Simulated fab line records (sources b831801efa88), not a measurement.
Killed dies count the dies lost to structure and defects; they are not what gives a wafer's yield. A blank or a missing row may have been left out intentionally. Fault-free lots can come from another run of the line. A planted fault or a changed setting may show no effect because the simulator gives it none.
The tool behind it: which one? ; flow sky130 ; at 1 step of a route of 708, 13 lots with 39 wafers sampled

## WHAT THE GAUGES READ, wafer by wafer
SKY_VT_ADJUST_LVTN_TW_MEAS_21. Usual: for VT_ADJUST_LVTN_2_TW the level is 186.2 and the standard deviation is 2.3.
lot;measured;on;VT_ADJUST_LVTN_2_TW;flag
L184;day 7 16:41;film-metro-04;185.1 184.8 185.6;
L185;day 8 02:01;film-metro-03;188.0 189.1 189.7;
L186;day 8 04:05;film-metro-03;188.3 188.9 188.2;
L187;day 8 13:29;film-metro-03;187.7 187.8 188.2;
L191;day 9 17:05;film-metro-03;189.3 190.3 190.1;
L194;day 10 10:52;film-metro-03;189.9 190.2 189.4;
L195;day 10 16:43;film-metro-02;184.1 184.5 184.2;
L198;day 11 13:36;film-metro-02;184.8 185.8 185.2;
L202;day 12 15:56;film-metro-02;184.2 183.7 183.2;
L203;day 12 23:20;film-metro-02;184.9 182.7 184.4;
L204;day 13 07:49;film-metro-04;186.8 186.7 186.8;
L206;day 13 21:02;film-metro-03;190.8 189.5 189.6;
L207;day 14 08:25;film-metro-04;186.0 186.1 186.2;

## WHAT TOOL EACH LOT RAN ON (gives the tool, then ch and the chambers of the sampled wafers, and finally the start)
No process step before these readings appears in the record.

## WHAT THE TOOLS THEMSELVES READ (means of the sampled wafers that have a number; where no wafer has one, the mark that the record gives instead)
The record holds no such reading with a usual standard deviation.

## THE ANSWER, worked out from the rows above alone
Rule: lot off if the mean of its wafers having a number is beyond 3 standard deviations from the usual mean. Also off: a lot with no number at a reading for which 4 or more lots have one. The other lots that the step has rows for count as sound. After the gauges, taken in route order, come the tools' own readings; for these a lot's mean is taken, as printed above. The first step at which some lot is off is used, and at that step the reading that is off furthest; a lot without a number counts as furthest.
No lot is off on any of the readings shown, so nothing can be concluded from this.

## WHAT THE SIMULATOR PUT IN
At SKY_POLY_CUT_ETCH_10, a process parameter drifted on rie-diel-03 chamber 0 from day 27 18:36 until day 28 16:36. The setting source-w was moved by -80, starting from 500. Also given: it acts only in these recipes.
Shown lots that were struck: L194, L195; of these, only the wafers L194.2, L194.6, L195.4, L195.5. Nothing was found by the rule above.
